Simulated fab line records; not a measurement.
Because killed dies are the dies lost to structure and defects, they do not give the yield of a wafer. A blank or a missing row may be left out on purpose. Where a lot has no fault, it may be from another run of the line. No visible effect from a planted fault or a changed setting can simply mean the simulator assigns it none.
Code-filled problem report in 8D (eight disciplines) form || flow sky130 || the parts of the form that need people (team, actions taken, sign-off) are left out

== 1. WHAT WENT WRONG ==
Mean of cdNm at SKY_SD_N_CD_MEAS_07: 431.9 nm across 3 wafers in 2 lots; on wafers with no fault it is 380.0 nm (standard deviation 2.4). Relative to the usual mean, that is a shift of +22 standard deviations.
The step: target cd 380 nm.
First observed at day 31 21:41: wafer L429.5, on cdSem-01. The record has a number at this step for 34 wafers belonging to 12 lots. Rule for "out", or "out of limits": more than 4 standard deviations from the usual mean. Any other wafer with a number is counted as sound.

== 2. WHAT IT IS; WHAT IT IS NOT ==
{"question": "which readings at this step", "is": "cdNm", "is not": "-"}
{"question": "which lots", "is": "L429, L433", "is not": "L418, L419, L421, L422, L425, L426, L427, L430, L438, L440"}
{"question": "which wafers of those lots", "is": "L429.5, L429.6, L433.5", "is not": "L433.1"}
{"question": "read on which gauges", "is": "cdSem-01", "is not": "cdSem-02"}
{"question": "when", "is": "from day 31 21:41", "is not": "up to then (24 sound wafers); but 7 sound wafers of L433, L438, L440 came after"}

== 3. WHAT RULES OUT EACH SUSPECT ==
Counting: a tool at a process step up to the reading stays a suspect if it ran every lot that is out. Sound lots after the first of them don't rule it out here, since some wafers of a struck lot are sound.
- the gauge at SKY_SD_N_CD_MEAS_07 has been ruled out. All the wafers that are out were read on cdSem-01, but those of them that SKY_SD_N_STRIP_11 has rows for are out there too, on other tools.
- lithoTrack-02 at SKY_SD_N_COAT_02 (resist thk 1140 nm): kept. It ran every lot that is out, first L429 (day 31 07:58); its last sound lot up to then is L427 (day 30 12:18).
After counting, what remains is lithoTrack-02 at SKY_SD_N_COAT_02.

== 4. THE CAUSE (what the simulator had put in) ==
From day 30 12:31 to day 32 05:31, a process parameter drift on lithoTrack-02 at SKY_SD_N_COAT_02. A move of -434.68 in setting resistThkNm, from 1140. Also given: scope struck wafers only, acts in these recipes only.
Only this tool survived the counting.

== 5. THE CHAIN OF EFFECTS, in route order ==
Each row: a reading whose mean over the struck wafers that have a number lies more than 3 standard deviations from the usual. Only readings for which the record gives a usual standard deviation are gone through. hours: the time from each lot's start at the first step in this table that gives one to its start at this step, as a median over the lots. sigmas: the change in usual standard deviations.
{"hours": 0, "step": "SKY_SD_N_CD_MEAS_07", "reading": "cdNm", "usual": "380.0 nm", "on struck wafers": 431.9, "change": "+51.9", "sigmas": "+22"}
{"hours": 0, "step": "SKY_SD_N_STRIP_11", "reading": "oesProductAu", "usual": "0.527 a.u.", "on struck wafers": 0.473, "change": -0.054, "sigmas": -13}
{"hours": 0, "step": "SKY_SD_N_STRIP_11", "reading": "stripTimeToEndpointS", "usual": "22.56 s", "on struck wafers": 17.59, "change": -4.97, "sigmas": "-99 or more"}
Process steps it contains:
- SKY_SD_N_STRIP_11: strips in O2/N2.

== 6. WHAT WOULD HAVE CAUGHT IT SOONER ==
In this record the first reading out of limits at a measuring or inspecting step was taken at day 31 21:41, 33 hours after the fault began at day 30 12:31.
By day 31 21:41, every lot that is out (2) had started SKY_SD_N_COAT_02 on lithoTrack-02. Holding the tool at that point would not have protected any of them.
